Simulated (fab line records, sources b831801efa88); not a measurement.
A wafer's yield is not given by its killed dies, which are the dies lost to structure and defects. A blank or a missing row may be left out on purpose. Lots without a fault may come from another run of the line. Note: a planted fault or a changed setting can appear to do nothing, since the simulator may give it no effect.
Struck lot and sound lot, side by side :: flow gf180mcu :: 20 steps out of a route of 602
Sound: wafers L186.1, L186.2, L186.5. The struck wafers were L190.4, L190.5, L190.6. The cause is named last.
Per side, at each step with rows, come the tool, then ch with its chambers, and then its first start. Under that, the readings that differ: sound wafers :: struck wafers :: difference of the means :: sigmas: that difference in standard deviations of wafers without a fault.
alike: readings with means less than 2 such deviations apart, plus words and numbers identical on both sides. not compared: withheld readings, readings lacking a value on some wafer, bounds such as >300 that could conceal the same value, and numbers that have no deviation in the record and whose values overlap.
Wherever a step has rows on one side only, a row that says differs or no value, or a row with sigmas, the two part there. Numbers that don't overlap but have no deviation are shown without sigmas and don't part them. A reading missing from all wafers of one side parts the sides only when that side holds two or more wafers.

first, 1 step without rows for these wafers: GF_DUAL_GATE_WET_ETCH_12 (etches SiO2 in dHF, target depth 13 nm, time 260 s).
GF_DUAL_GATE_STRIP_13: strips in O2/N2.
  sound on plasma-asher-03 ch 0,1, day 10 09:35; struck on plasma-asher-02 ch 0,1, day 11 04:52
  alike: chamber-pressure-mTorr, drypump-motor-current-A, heater-power-w, oes-product-au, strip-time-to-endpoint-s
  not compared: rf-hours-counter-h
then, 3 steps without rows for these wafers: GF_DUAL_GATE_CLEAN_14 (cleans in SC1/SC2, time 150 s); GF_DUAL_GATE_OXIDATION_15 (stabilise 600 s, purge 300 s, target thk 7.098 nm); GF_POLY_GATE_CVD_00 (deposits poly-Si, target thk 200 nm, time 1200 s).
GF_POLY_GATE_THK_MEAS_01:
  struck on film-metro-02, day 11 07:54; sound on film-metro-02, day 10 14:00
  alike: POLY_GATE_CVD_00_THK
then, 6 steps without rows for these wafers: GF_POLY_GATE_DEHYDRATE_02 (time 60 s); GF_POLY_GATE_HMDS_03 (prime time 60 s); GF_POLY_GATE_COAT_04; GF_POLY_GATE_COAT_05 (resist thk 700 nm); GF_POLY_GATE_SOFTBAKE_06 (time 60 s); GF_POLY_GATE_EXPOSE_07 (exposes mask Poly2, target cd 280 nm).
GF_POLY_GATE_PEB_08: peb time 90 s.
  sound on litho-track-01 ch 0, day 11 07:46; struck on litho-track-03 ch 0, day 12 02:39
  alike: exhaust-pa
then, 1 step without rows for these wafers: GF_POLY_GATE_DEVELOP_09 (develop time 60 s).
GF_POLY_GATE_CD_MEAS_10 targets a cd of 280 nm.
  struck on cd-sem-02, day 12 02:58; sound on cd-sem-02, day 11 08:07
reading: cd-nm (nm)
sound: 281.1 280.0 281.1
struck: 274.7 274.6 275.1
difference: -5.9
sigmas: -5
GF_POLY_GATE_OVL_MEAS_11:
  struck on overlay-02, day 12 03:02; sound on overlay-02, day 11 08:14
  alike: POLY_GATE_OVL
GF_POLY_GATE_ETCH_12: etches BARC in N2/H2.
  sound on rie-diel-02 ch 0,2,3, day 11 08:17; struck on rie-diel-04 ch 1,2,3, day 12 03:05
reading: model.POLY_GATE.cd-nm (nm)
sound: 279.4 278.8 279.6
struck: 273.4 273.9 275.9
difference: -4.9
sigmas: 
  alike: bias-w, chamber-pressure-mTorr, drypump-motor-current-A, oes-product-au, throttle-valve-pct
GF_POLY_GATE_ETCH_13: etches poly-Si in HBr/Cl2, stops on SiO2, target depth 198.5 nm, time 69.6 s.
  sound on rie-si-01 ch 1,2, day 11 08:20; struck on rie-si-02 ch 0,1,3, day 12 03:07
reading: oes-product-au (a.u.)
sound: 0.975 0.973 0.969
struck: 0.991 0.995 1.002
difference: +0.024
sigmas: +3

reading: model.POLY_GATE.cd-nm (nm)
sound: 278.3 276.9 277.2
struck: 273 274 274.8
difference: -4
sigmas: 
  alike: bias-w, chamber-pressure-mTorr, drypump-motor-current-A, throttle-valve-pct
  not compared: rf-hours-counter-h
GF_POLY_GATE_STRIP_14: strips in O2/N2.
  sound on plasma-asher-02 ch 0,1, day 11 08:23; struck on plasma-asher-01 ch 0,1, day 12 03:12
  alike: chamber-pressure-mTorr, drypump-motor-current-A, heater-power-w, oes-product-au
  not compared: rf-hours-counter-h
-- record jumps: 20 days separate the struck wafers' starts on either side; left off in module POLY_GATE, taken up again in module PASSIVATION, whose first shown step is the route's number 602 --
GF_PASSIVATION_PROBE_99:
  only the struck wafers here have rows in the record (prober-02, day 32 01:13); the sound ones have none

== WHERE THEY PART ==
Earliest at GF_POLY_GATE_CD_MEAS_10; latest, in this record, at GF_PASSIVATION_PROBE_99.

WHY: the cause the simulator had injected
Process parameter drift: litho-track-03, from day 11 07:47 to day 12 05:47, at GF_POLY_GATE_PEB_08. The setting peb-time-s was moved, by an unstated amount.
